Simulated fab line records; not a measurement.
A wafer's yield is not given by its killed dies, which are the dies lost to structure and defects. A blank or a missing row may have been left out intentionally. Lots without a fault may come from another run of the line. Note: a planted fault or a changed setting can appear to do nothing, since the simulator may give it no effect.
Code-filled problem report in 8D (eight disciplines) form    flow sky130    the parts of the form that need people (team, actions taken, sign-off) are left out

## 1. THE ISSUE
Across 6 wafers from 2 lots, LI_CONTACT_W_RS at SKY_LI_CONTACT_RS_MEAS_22 averages 0.525 ohm/sq, while fault-free wafers read 0.282 ohm/sq with a standard deviation of 0.0044. That puts it +55 standard deviations away from the usual mean.
The step: measures by four-point-probe.
First seen on wafer L535.3, day 33 19:59, on filmMetro-01. The record has a number at this step for 33 wafers belonging to 11 lots. Rule for "out", or "out of limits": more than 4 standard deviations from the usual mean. Any other wafer with a number is counted as sound.

## 2. WHAT IT IS, WHAT IT ISN'T
question                     is                          is not
which readings at this step  LI_CONTACT_W_RS             -
which lots                   L535, L538                  L523, L526, L528, L529, L530, L536, L541, L542, L544
which wafers of those lots   all that have a number      -
read on which gauges         filmMetro-01, filmMetro-03  filmMetro-02
when                         from day 33 19:59           up to then (15 sound wafers); but 12 sound wafers of L536, L541, L542, L544 came after

## 3. SUSPECTS, AND WHAT RULES EACH OUT
Counting: any tool at a process step up to the reading is kept as a suspect provided that every lot that is out went through it and no sound lot did after the first of them.
- ruled out: the gauge at SKY_LI_CONTACT_RS_MEAS_22. 2 gauges (filmMetro-01, filmMetro-03) read the wafers that are out.
- cvdW-02 at SKY_LI_CONTACT_CVD_21 (deposits W, target thk 400 nm, time 120.56 s): kept. It ran every lot that is out, first L535 (day 33 19:52), and no sound lot after that; its last sound lot up to then is L530 (day 32 04:04).
Left after counting: cvdW-02 at SKY_LI_CONTACT_CVD_21.

## 4. THE CAUSE (what the simulator had put in)
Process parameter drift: cvdW-02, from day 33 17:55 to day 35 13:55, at SKY_LI_CONTACT_CVD_21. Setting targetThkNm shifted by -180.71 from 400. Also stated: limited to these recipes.
Only this tool survived the counting.

## 5. SEQUENCE OF EFFECTS, ordered by route
One row per reading whose mean, taken over the struck wafers that have a number, lies over 3 standard deviations from the usual. Only readings whose record carries a usual standard deviation are examined. hours: median over the lots of the time between each lot's start at the first step of this table that gives one and its start at this step. sigmas: the change, counted in usual standard deviations.
hours  step                        reading           usual         on struck wafers  change  sigmas
0      SKY_LI_CONTACT_RS_MEAS_22   LI_CONTACT_W_RS   0.282 ohm/sq  0.525             +0.243  +55
0      SKY_LI_CONTACT_THK_MEAS_23  LI_CONTACT_W_THK  393 nm        214               -179    -24
0      SKY_LI_CONTACT_CMP_24       timeToEndpointS   98 s          54                -44     -14
Process steps it contains:
- SKY_LI_CONTACT_CMP_24: polishes, stops on PSG, t overpolish 20 s, target thk 0 nm.
At these later measuring or inspecting steps, every struck wafer for which the step has a row has a number for every such reading, and none has moved that far: SKY_LOCAL_INTERCONNECT_THK_MEAS_02, SKY_CONTACT_THK_MEAS_03.

## 6. HOW IT WOULD HAVE BEEN CAUGHT EARLIER
The first out-of-limits reading at a measuring or inspecting step in this record came at day 33 19:59, 2 hours after the fault's start at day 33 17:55.
Of the tool readings at SKY_LI_CONTACT_CVD_21 for which the record gives a usual standard deviation, none was out on any struck wafer, so an alarm limit of 4 standard deviations on them would not have fired.
L538, from the lots that are out (2), started SKY_LI_CONTACT_CVD_21 on cvdW-02 later than day 33 19:59. A tool hold placed at that time would have kept it from harm.
